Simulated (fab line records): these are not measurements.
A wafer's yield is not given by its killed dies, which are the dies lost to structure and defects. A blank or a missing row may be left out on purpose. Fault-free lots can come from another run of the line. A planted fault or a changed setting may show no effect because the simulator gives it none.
Which of the tools did it?    flow gf180mcu    18 wafers from 6 lots sampled at 2 of the route's 602 steps

WHAT THE GAUGES SHOWED, per wafer
GF_VT_IMPLANT_RS_MEAS_48: measurement is done with a four-point probe.
lot   measured      on             LVPWELL_RS (ohm/sq)
L691  day 8 09:43   film-metro-04  1196 1190 1195
L693  day 8 22:36   film-metro-04  1197 1193 1197
L695  day 9 13:17   film-metro-02  1193 1200 1194
L697  day 10 02:56  film-metro-02  1199 1196 1199
L699  day 10 14:49  film-metro-03  1189 1191 1194
L708  day 13 02:58  film-metro-04  1179 1181 1175

WHAT TOOL EACH LOT RAN ON (gives the tool, then ch and the chambers of the sampled wafers, and finally the start)
lot   GF_LVPWELL_IMPLANT_08
L691  implanter-04 ch 0, day 4 13:23
L693  implanter-02 ch 0, day 5 00:11
L695  implanter-02 ch 0, day 5 12:13
L697  implanter-02 ch 0, day 5 23:26
L699  implanter-01 ch 0, day 6 10:50
L708  implanter-04 ch 0, day 8 12:53
- GF_LVPWELL_IMPLANT_08

THE ANSWER, worked out from the rows above alone
Rule: the usual values come from the lots themselves. Put in order of their means at a reading, lots are off if they are a third of the lots or fewer, leave a main group of 4 or more, and stand apart from it by a gap of 3 or more times the standard deviation of the main group's means; of several such gaps the widest counts. The tables above print the reading to a certain number of digits; a main group whose means all agree to those digits is not used. A lot without any number at a reading at which 4 lots or more have one is off too. The other lots that the step has rows for count as sound.
Off: L708, seen at GF_VT_IMPLANT_RS_MEAS_48 (LVPWELL_RS). For the main group the mean is 1195 ohm/sq and the standard deviation 2.2.
If a tool, at a process step before that reading, ran all the lots that are off and no sound lot after the first of them, it fits. Gauges at GF_VT_IMPLANT_RS_MEAS_48: tried the same way as those tools. This does not decide it: 2 tools fit, namely implanter-04 at GF_LVPWELL_IMPLANT_08 and film-metro-04 at GF_VT_IMPLANT_RS_MEAS_48.

WHAT THE SIMULATOR HAD PUT IN
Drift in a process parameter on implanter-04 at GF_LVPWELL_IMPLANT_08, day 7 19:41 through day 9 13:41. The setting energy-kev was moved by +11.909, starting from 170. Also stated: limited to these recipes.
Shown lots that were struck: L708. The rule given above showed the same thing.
